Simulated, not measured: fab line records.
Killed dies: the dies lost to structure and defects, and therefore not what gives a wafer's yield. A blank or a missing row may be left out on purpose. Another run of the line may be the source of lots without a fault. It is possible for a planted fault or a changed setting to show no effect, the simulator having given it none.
Chamber matching / flow sky130 / cmp-02 running SKY_VIA2_CMP_24: 4 sister chambers
The step polishes, stops on SiO2, t overpolish 20 s, target thk 0 nm. 4 wafers are shown with their chamber, then 11 later ones without.

== WAFERS, EACH WITH ITS CHAMBER ==
wafer=L085.3; chamber=0; motor current A (A)=11.9
wafer=L087.2; chamber=2; motor current A (A)=9.9
wafer=L087.6; chamber=3; motor current A (A)=10.6
wafer=L090.4; chamber=1; motor current A (A)=10.5

== WAFERS WITH NO CHAMBER GIVEN ==
wafer=L090.5; motor current A (A)=10.0
wafer=L090.6; motor current A (A)=10.3
wafer=L090.1; motor current A (A)=10.1
wafer=L090.2; motor current A (A)=9.5
wafer=L090.3; motor current A (A)=11.5
wafer=L092.1; motor current A (A)=12.2
wafer=L092.4; motor current A (A)=9.6
wafer=L092.5; motor current A (A)=11.4
wafer=L097.1; motor current A (A)=11.6
wafer=L097.5; motor current A (A)=10.8
wafer=L097.6; motor current A (A)=9.8

== WHICH CHAMBER EACH WENT THROUGH ==
wafer=L090.5; from the rows above=can't be placed: 2 or 1 or 3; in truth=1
wafer=L090.6; from the rows above=can't be placed: 1 or 3 or 2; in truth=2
wafer=L090.1; from the rows above=can't be placed: 2 or 1 or 3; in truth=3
wafer=L090.2; from the rows above=2; in truth=2
wafer=L090.3; from the rows above=can't be placed: 0 or 3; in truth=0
wafer=L092.1; from the rows above=0; in truth=0
wafer=L092.4; from the rows above=2; in truth=2
wafer=L092.5; from the rows above=can't be placed: 0 or 3 or 1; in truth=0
wafer=L097.1; from the rows above=0; in truth=0
wafer=L097.5; from the rows above=can't be placed: 3 or 1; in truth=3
wafer=L097.6; from the rows above=2; in truth=2
Correctly placed: 5 of 11. Can't be placed from these rows: 6 (the true chamber is among the candidates in 6). Number placed wrongly: 0.
How it was worked out, from the rows above alone: a wafer's distance from a chamber is the root of the sum, over the readings, of the square of ((its reading less the chamber's mean) divided by the reading's scatter). If the next closest chamber is less than 2 further off than the closest, the wafer can't be placed; otherwise it belongs to the closest. A chamber's mean is the mean of its shown wafers. The scatter: root of mean squared gap, hidden wafer to nearest shown wafer, with one shown wafer a chamber.
